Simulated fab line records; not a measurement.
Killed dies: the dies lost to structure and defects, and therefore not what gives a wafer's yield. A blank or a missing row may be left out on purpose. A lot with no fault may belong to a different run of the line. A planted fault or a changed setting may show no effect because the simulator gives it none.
Tool commonality check ; flow sky130 ; 33 wafers sampled across 11 lots

WHY IT WAS OPENED
At SKY_VT_ADJUST_NCORE_CD_MEAS_07 the reading cd nm is flagged on 2 of 11 lots. Wafers without a fault read 379.4 nm, standard deviation 2.9.
Rule: a lot gets a flag if all its wafers with a number sit over 4 standard deviations from that mean, or if no wafer of it has a number. All remaining lots are regarded as sound.

lot;measured;on;cd nm (nm), wafer by wafer;flag
L412;day 8 21:18;cd sem-01;383.4 382.8 385.1;
L413;day 9 10:58;cd sem-01;372.8 376.1 373.9;
L414;day 9 12:08;cd sem-02;381.8 382.7 379.2;
L418;day 10 16:00;cd sem-01;378.7 378.6 379.0;
L419;day 10 16:18;cd sem-02;384.5 384.7 382.0;
L424;day 12 07:09;cd sem-02;382.0 382.0 379.6;
L427;day 12 23:32;cd sem-02;363.6 363.9 364.6;FLAGGED
L428;day 13 07:59;cd sem-01;363.5 362.1 363.7;FLAGGED
L429;day 13 11:46;cd sem-02;382.4 382.0 383.0;
L430;day 13 17:19;cd sem-01;376.9 378.2 379.9;
L431;day 14 05:20;cd sem-01;381.7 383.2 380.9;
The mean of the flagged lots' numbers is 363.6 nm, -15.8 nm from the usual (-5 standard deviations).

WHICH TOOL EACH LOT WENT THROUGH
The record holds 1 process step before the reading, out of a route of 708 steps. Cell contents, in order: the tool; ch with the chambers the sampled wafers went through; the start.
lot;flag;SKY_VT_ADJUST_NCORE_COAT_02
L412;;litho track-01 ch 0, day 8 10:59
L413;;litho track-01 ch 0, day 8 23:58
L414;;litho track-03 ch 0, day 9 01:17
L418;;litho track-03 ch 0, day 10 04:22
L419;;litho track-01 ch 0, day 10 04:50
L424;;litho track-04 ch 0, day 11 19:06
L427;FLAGGED;litho track-03 ch 0, day 12 11:47
L428;FLAGGED;litho track-03 ch 0, day 12 19:20
L429;;litho track-01 ch 0, day 12 22:31
L430;;litho track-04 ch 0, day 13 03:38
L431;;litho track-04 ch 0, day 13 16:57
What is done by these steps:
- SKY_VT_ADJUST_NCORE_COAT_02: resist thk 1140 nm.
- SKY_VT_ADJUST_NCORE_CD_MEAS_07: target cd 380 nm.

FLAGGED AGAINST TOTAL, ONE TOOL AT A TIME (gauges that did the reading follow at the end)
step;tool;lots run;flagged;share of the flagged lots;sound lots run after its first flagged lot
SKY_VT_ADJUST_NCORE_COAT_02;litho track-01;4;0;none;-
SKY_VT_ADJUST_NCORE_COAT_02;litho track-03;4;2;all;0
SKY_VT_ADJUST_NCORE_COAT_02;litho track-04;3;0;none;-
SKY_VT_ADJUST_NCORE_CD_MEAS_07;cd sem-01;6;1;some;2 (L430,L431)
SKY_VT_ADJUST_NCORE_CD_MEAS_07;cd sem-02;5;1;some;1 (L429)

WHAT THE TABLE ALLOWS
In the table, 1 row covers all flagged lots: litho track-03 at SKY_VT_ADJUST_NCORE_COAT_02.
- litho track-03 at SKY_VT_ADJUST_NCORE_COAT_02 ran 4 lots, 2 of them flagged. A fault beginning between L418 (day 10 04:22), its last sound lot, and L427 (day 12 11:47), its first flagged one, fits the data. Its own readings lie more than 4 standard deviations out on every wafer of the flagged lots: spin speed rpm.
What remains is a single tool, litho track-03 at SKY_VT_ADJUST_NCORE_COAT_02.

WHAT WAS PUT IN BY THE SIMULATOR
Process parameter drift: litho track-03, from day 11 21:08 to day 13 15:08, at SKY_VT_ADJUST_NCORE_COAT_02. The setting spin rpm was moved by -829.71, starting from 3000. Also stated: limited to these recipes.
Shown lots that were struck: L427, L428. The rule given above showed the same thing.
